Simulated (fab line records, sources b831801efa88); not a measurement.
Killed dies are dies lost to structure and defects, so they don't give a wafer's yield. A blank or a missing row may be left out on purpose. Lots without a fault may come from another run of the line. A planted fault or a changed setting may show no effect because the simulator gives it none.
Which tool did it? | flow sky130 | 6 lots, 18 wafers sampled, at 1 step of a route of 708

WHAT THE GAUGES READ, wafer by wafer
SKY_LI_CONTACT_THK_MEAS_01.
lot  | measured     | on            | LI_CONTACT_HDPCVD_THK (nm)
L782 | day 30 13:05 | film_metro-03 | 932 943 927
L785 | day 31 00:48 | film_metro-03 | 930 934 928
L790 | day 33 07:16 | film_metro-04 | 927 917 925
L793 | day 33 14:49 | film_metro-01 | 923 920 926
L797 | day 35 02:20 | film_metro-04 | 922 930 918
L799 | day 35 07:19 | film_metro-01 | 920 940 923

WHICH TOOL RAN EACH LOT (tool, then ch and the chambers of the sampled wafers, then the start)
The record holds no process step before these readings.

THE ANSWER, worked out from the rows above alone
Rule: what is usual is taken from the lots themselves. Put in order of their means at a reading, lots are off if they are a third of the lots or fewer, leave a main group of 4 or more, and stand apart from it by a gap of 3 or more times the standard deviation of the main group's means; of several such gaps the widest counts. A main group whose means are all the same, to the digits that the tables above print for the reading, isn't used. A lot without any number at a reading at which 4 lots or more have one is off too. The other lots that the step has rows for count as sound.
No lot is off at any reading shown: from this, nothing can be told.

WHAT THE SIMULATOR HAD PUT IN
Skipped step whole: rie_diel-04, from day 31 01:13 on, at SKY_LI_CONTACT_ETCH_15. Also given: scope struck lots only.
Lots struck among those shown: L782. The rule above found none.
